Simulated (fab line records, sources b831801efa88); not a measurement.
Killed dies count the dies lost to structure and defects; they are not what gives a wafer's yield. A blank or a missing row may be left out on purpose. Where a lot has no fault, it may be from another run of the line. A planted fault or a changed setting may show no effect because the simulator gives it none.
Matching of chambers ; flow gf180mcu ; 4 sister chambers for GF_STI_ETCH_14 on rie_si-01
The step etches Si in HBr/Cl2/O2, target depth 360 nm, time 102.9 s. 14 wafers are shown with their chamber, then 7 later ones without.

EACH WAFER AND ITS CHAMBER
wafer;chamber;drypump_motor_current_A (A);oes_product_au (a.u.);throttle_valve_pct (%)
L956.2;3;5.2;0.982;25.677
L956.5;0;6.2;1.004;25.644
L956.6;1;6.0;1.000;25.666
L960.1;2;6.3;0.995;25.665
L960.2;1;6.0;1.003;25.665
L960.5;0;6.2;1.004;25.663
L963.1;3;5.2;0.980;25.679
L963.4;2;6.3;0.989;25.657
L963.6;0;6.2;0.998;25.651
L965.1;1;6.0;1.006;25.659
L965.3;3;5.1;0.975;25.683
L965.5;0;6.2;1.005;25.646
L968.1;1;6.0;0.987;25.684
L968.3;0;6.2;1.001;25.642

SIGNATURES (averages over the wafers above)
reading;chamber 0;chamber 1;chamber 2;chamber 3;scatter within a chamber
drypump_motor_current_A;6.200;6.000;6.300;5.167;0.0258
oes_product_au;1.00240;0.99900;0.99200;0.97900;0.00536
throttle_valve_pct;25.64920;25.66850;25.66100;25.67967;0.00826
Rule: for a wafer and a chamber, the distance is found by dividing, reading by reading, the gap between the wafer's reading and the chamber's mean by the reading's scatter, squaring, summing and taking the root. The wafer belongs to the nearest chamber; if the next one is less than 2 further off, it can't be placed. How the scatter is found: for the shown wafers, subtract from each reading the mean of its chamber, square and add these, divide the total by (wafers less chambers), then take the root.

WAFERS WHOSE CHAMBER IS MISSING
wafer;drypump_motor_current_A (A);oes_product_au (a.u.);throttle_valve_pct (%)
L968.4;6.3;0.982;25.663
L973.2;6.3;0.990;25.661
L973.3;6.2;1.009;25.662
L973.6;6.2;1.006;25.649
L978.1;5.1;0.985;25.678
L978.5;6.0;1.000;25.665
L978.6;6.3;1.012;25.658

WHICH CHAMBER EACH ONE RAN IN
wafer;from the rows above;in truth
L968.4;2;2
L973.2;2;2
L973.3;0;0
L973.6;0;0
L978.1;3;3
L978.5;1;1
L978.6;can't be placed: 2 or 0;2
Placed correctly: 6 of 7. These rows do not allow placing 1 (true chamber among the candidates in 1). Placed wrongly: 0.
